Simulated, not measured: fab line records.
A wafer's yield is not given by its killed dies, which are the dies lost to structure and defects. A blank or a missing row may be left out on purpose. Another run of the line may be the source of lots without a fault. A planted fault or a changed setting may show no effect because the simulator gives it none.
Struck lot and sound lot, side by side | flow gf180mcu | 23 steps out of a route of 602
Sound: these wafers, L907.1, L907.3, L907.6. Struck: wafers L927.3, L927.5, L927.6. The cause comes at the end.
Each step with rows lists, per side, the tool, then ch with its chambers, then its first start. Under that, the readings that differ: sound wafers | struck wafers | difference of the means | sigmas: that difference in standard deviations of wafers without a fault.
alike: same words and numbers on both sides, and readings whose means sit less than 2 such deviations apart. not compared: any withheld reading, any reading some wafer has no value for, any bound like >300 that may hide the same value, and any number with overlapping values for which the record gives no deviation.
A row with sigmas, a row that says differs or no value, or rows on one side alone: a step with any of these is where the two part. Non-overlapping numbers with no deviation appear without sigmas and do not part them. A reading missing from all wafers of one side parts the sides only when that side holds two or more wafers.

first, 1 step without rows for these wafers: GF_POLY_GATE_DEVELOP_09 (develop time 60 s).
GF_POLY_GATE_CD_MEAS_10: the cd target is 280 nm.
  struck on cdSem-02, day 15 13:24; sound on cdSem-01, day 10 01:11
reading   | sound             | struck            | difference | sigmas
cdNm (nm) | 276.8 277.6 278.0 | 281.4 280.6 279.1 | +2.9       | +2
GF_POLY_GATE_OVL_MEAS_11:
  struck on overlay-02, day 15 13:30; sound on overlay-02, day 10 01:19
reading            | sound      | struck | difference | sigmas
POLY_GATE_OVL (nm) | -7 -10 -13 | 9 5 2  | +15        | +2
GF_POLY_GATE_ETCH_12: etches BARC in N2/H2.
  sound on rieDiel-03 ch 0,2, day 10 01:21; struck on rieDiel-03 ch 1,2,3, day 15 13:31
  alike: drypumpMotorCurrentA, oesProductAu, throttleValvePct
GF_POLY_GATE_ETCH_13: etches poly-Si in HBr/Cl2, stops on SiO2, target depth 198.5 nm, time 69.6 s.
  sound on rieSi-02 ch 1,2, day 10 01:24; struck on rieSi-02 ch 0,3, day 15 13:34
  alike: drypumpMotorCurrentA, oesProductAu, throttleValvePct
  not compared: rfHoursCounterH
GF_POLY_GATE_STRIP_14: strips in O2/N2.
  sound on plasmaAsher-01 ch 0,1, day 10 01:27; struck on plasmaAsher-04 ch 0,1, day 15 13:40
  alike: drypumpMotorCurrentA, heaterPowerW, oesProductAu
  not compared: rfHoursCounterH
then, 2 steps without rows for these wafers: GF_POLY_GATE_CLEAN_15 (cleans in SC1/SC2, time 150 s); GF_POLY_GATE_OXIDATION_16 (stabilise 600 s, purge 300 s, target thk 4 nm).
GF_POLY_GATE_THK_MEAS_17:
  struck on filmMetro-01, day 15 15:45; sound on filmMetro-04, day 10 03:00
  alike: POLY_GATE_OXIDATION_THK
GF_POLY_GATE_CD_MEAS_18:
  struck on cdSem-01, day 15 15:51; sound on cdSem-01, day 10 03:04
  alike: cdNm
then, 2 steps without rows for these wafers: GF_HV_LDD_DEHYDRATE_00 (time 60 s); GF_HV_LDD_HMDS_01 (prime time 60 s).
GF_HV_LDD_COAT_02: resist thk 1000 nm.
  sound on lithoTrack-03 ch 0, day 10 11:32; struck on lithoTrack-04 ch 0, day 16 02:38
reading                                    | sound                | struck               | difference | sigmas
spinSpeedRpm (rpm)                         | 2999.5 2999.5 3003.5 | 3091.6 3093.8 3089.3 | +90.7      | +48
model.NOVOLAK_of_HV_LDD_COAT_02.thkNm (nm) | 995.3 1000 996.6     | 986.5 988.6 989.9    | -9.0       | 
then, 3 steps without rows for these wafers: GF_HV_LDD_SOFTBAKE_03 (time 60 s); GF_HV_LDD_EXPOSE_04 (exposes mask Nplus LV AREA, target cd 400 nm); GF_HV_LDD_PEB_05.
GF_HV_LDD_DEVELOP_06: develop time 60 s.
  sound on lithoTrack-04 ch 0, day 10 20:23; struck on lithoTrack-03 ch 0, day 16 13:17
reading                                    | sound             | struck            | difference | sigmas
model.NOVOLAK_of_HV_LDD_COAT_02.thkNm (nm) | 994.9 999.6 996.2 | 986.1 988.2 989.5 | -9.0       | 
GF_HV_LDD_CD_MEAS_07: the cd target is 400 nm.
  struck on cdSem-02, day 16 13:26; sound on cdSem-02, day 10 20:32
  alike: cdNm
GF_HV_LDD_OVL_MEAS_08:
  struck on overlay-02, day 16 13:31; sound on overlay-02, day 10 20:40
  alike: HV_LDD_OVL
next, for these wafers, 1 step has no rows: GF_HV_LDD_IMPLANT_09.
GF_HV_LDD_STRIP_10: strips in O2/N2.
  sound on plasmaAsher-03 ch 0, day 10 20:50; struck on plasmaAsher-04 ch 0,1, day 16 13:44
reading                  | sound             | struck            | difference | sigmas
drypumpMotorCurrentA (A) | 6.6 6.6 6.6       | 5.4 5.4 5.1       | -1.3       | -3
stripTimeToEndpointS (s) | 12.57 12.62 12.58 | 12.47 12.49 12.50 | -0.10      | -3
  alike: heaterPowerW, oesProductAu
  not compared: rfHoursCounterH
GF_HV_LDD_TW_MEAS_11:
  struck on filmMetro-03, day 16 13:49; sound on filmMetro-03, day 10 20:56
  alike: HV_LDD_TW
-- here the record skips 18 days between the struck wafers' starts before and after, leaving off in module HV_LDD and picking up in module PASSIVATION (first step shown: number 602 of the route) --
GF_PASSIVATION_PROBE_99:
  only the struck wafers here have rows in the record (prober-01, day 34 17:19); the sound ones have none

WHERE THEY PART
Earliest at GF_POLY_GATE_CD_MEAS_10; latest, in this record, at GF_PASSIVATION_PROBE_99.

WHY: what the simulator had put in
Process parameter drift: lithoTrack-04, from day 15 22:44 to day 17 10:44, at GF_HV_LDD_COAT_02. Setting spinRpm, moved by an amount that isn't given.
